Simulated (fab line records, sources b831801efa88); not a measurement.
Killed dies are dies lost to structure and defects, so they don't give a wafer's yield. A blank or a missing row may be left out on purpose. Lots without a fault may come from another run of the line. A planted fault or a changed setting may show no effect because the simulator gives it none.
Chamber matching | flow sky130 | SKY_VIA4_CMP_02 on cmp-01: 4 sister chambers
The step polishes SiO2. 4 wafers are shown with their chamber, then 8 later ones without.

WAFERS WITH THEIR CHAMBER
wafer  | chamber | motor_current_A (A)
L798.5 | 0       | 12.0
L809.3 | 2       | 11.7
L809.6 | 1       | 11.3
L810.2 | 3       | 12.6

WAFERS WITHOUT THEIR CHAMBER
wafer  | motor_current_A (A)
L810.4 | 11.3
L810.6 | 11.5
L811.1 | 11.7
L811.2 | 12.1
L811.4 | 11.4
L812.2 | 11.4
L812.3 | 12.4
L812.4 | 11.8

WHICH CHAMBER EACH WENT THROUGH
wafer  | from the rows above     | in truth
L810.4 | 1                       | 1
L810.6 | can't be placed: 1 or 2 | 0
L811.1 | 2                       | 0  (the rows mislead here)
L811.2 | 0                       | 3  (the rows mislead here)
L811.4 | can't be placed: 1 or 2 | 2
L812.2 | can't be placed: 1 or 2 | 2
L812.3 | can't be placed: 3 or 0 | 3
L812.4 | can't be placed: 2 or 0 | 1
Placed correctly: 1 of 8. Can't be placed from these rows: 5 (the true chamber is among the candidates in 3). Placed wrongly: 2.
How it was worked out, from the rows above alone: a wafer's distance from a chamber is the root of the sum, over the readings, of the square of ((its reading less the chamber's mean) divided by the reading's scatter). The wafer belongs to the nearest chamber; if the next one is less than 2 further off, it can't be placed. A chamber's mean is the mean of its shown wafers. The scatter: with one shown wafer a chamber, the root of the mean of the squares of how far each hidden wafer lies from its nearest shown one.
